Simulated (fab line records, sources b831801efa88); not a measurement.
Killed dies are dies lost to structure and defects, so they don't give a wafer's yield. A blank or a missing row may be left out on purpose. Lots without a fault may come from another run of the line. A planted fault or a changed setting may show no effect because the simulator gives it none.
Problem report in the 8D (eight disciplines) form, filled by code | flow gf180mcu | the parts of the form that need people (team, actions taken, sign-off) are left out

1. THE PROBLEM
SALICIDE_TIN_RS at GF_SALICIDE_RS_MEAS_04 reads a mean of 18.8 ohm/sq on 2 wafers of 2 lots; wafers without a fault read 16.1 ohm/sq with a standard deviation of 0.34. That is +7.9 standard deviations from the usual mean.
The step: measures by four-point-probe.
First seen on wafer L331.2, day 22 18:14, on film_metro-02. The record holds 42 wafers of 14 lots with a number at this step. Rule for "out", or "out of limits": more than 4 standard deviations from the usual mean. The other wafers with a number count as sound.

2. WHAT IT IS AND WHAT IT IS NOT
question                    | is                           | is not
which readings at this step | SALICIDE_TIN_RS              | -
which lots                  | L331, L332                   | L311, L312, L313, L314, L315, L316, L317, L318, L319, L321, L323, L330
which wafers of those lots  | L331.2, L332.1               | L331.5, L331.6, L332.3, L332.5
read on which gauges        | film_metro-02, film_metro-04 | film_metro-03
when                        | from day 22 18:14            | up to then (38 sound wafers); but 2 sound wafers of L332 came after

3. SUSPECTS, AND WHAT RULES EACH OUT
Counting: a tool at a process step up to the reading stays a suspect if it ran every lot that is out. Sound lots after the first of them don't rule it out here, since some wafers of a struck lot are sound.
- the gauge at GF_SALICIDE_RS_MEAS_04: ruled out. The wafers that are out were read on 2 gauges (film_metro-02, film_metro-04).
- pvd_sputter-03 at GF_SALICIDE_SPUTTER_02 (material Co, target thk 10 nm, time 20 s): kept. It ran every lot that is out, first L331 (day 22 18:10); its last sound lot up to then is L323 (day 19 22:51).
Left after counting: pvd_sputter-03 at GF_SALICIDE_SPUTTER_02.

4. THE CAUSE (what the simulator had put in)
Process parameter drift: pvd_sputter-03, from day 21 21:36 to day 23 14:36, at GF_SALICIDE_SPUTTER_02. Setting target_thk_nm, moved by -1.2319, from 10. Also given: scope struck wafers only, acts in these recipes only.
Counting left only this tool.

5. THE CHAIN OF EFFECTS, in route order
Each row: a reading whose mean over the struck wafers that have a number lies more than 3 standard deviations from the usual. Only readings for which the record gives a usual standard deviation are gone through. hours: the time from each lot's start at the first step in this table that gives one to its start at this step, as a median over the lots. sigmas: the change in usual standard deviations.
hours | step                   | reading         | usual       | on struck wafers | change | sigmas
0     | GF_SALICIDE_RS_MEAS_04 | SALICIDE_TIN_RS | 16.1 ohm/sq | 18.8             | +2.7   | +7.9
Later measuring or inspecting steps at which every struck wafer that the step has a row for has a number for every such reading, and none has moved that far: GF_CONTACT_BOW_MEAS_05.

6. WHAT WOULD HAVE CAUGHT IT SOONER
In this record the first reading out of limits at a measuring or inspecting step was taken at day 22 18:14, 21 hours after the fault began at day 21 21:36.
Of the tool readings at GF_SALICIDE_SPUTTER_02 for which the record gives a usual standard deviation, none was out on any struck wafer, so an alarm limit of 4 standard deviations on them would not have fired.
Of the lots that are out (2), L332 began GF_SALICIDE_SPUTTER_02 on pvd_sputter-03 after day 22 18:14. A hold on the tool at that time would have spared it.
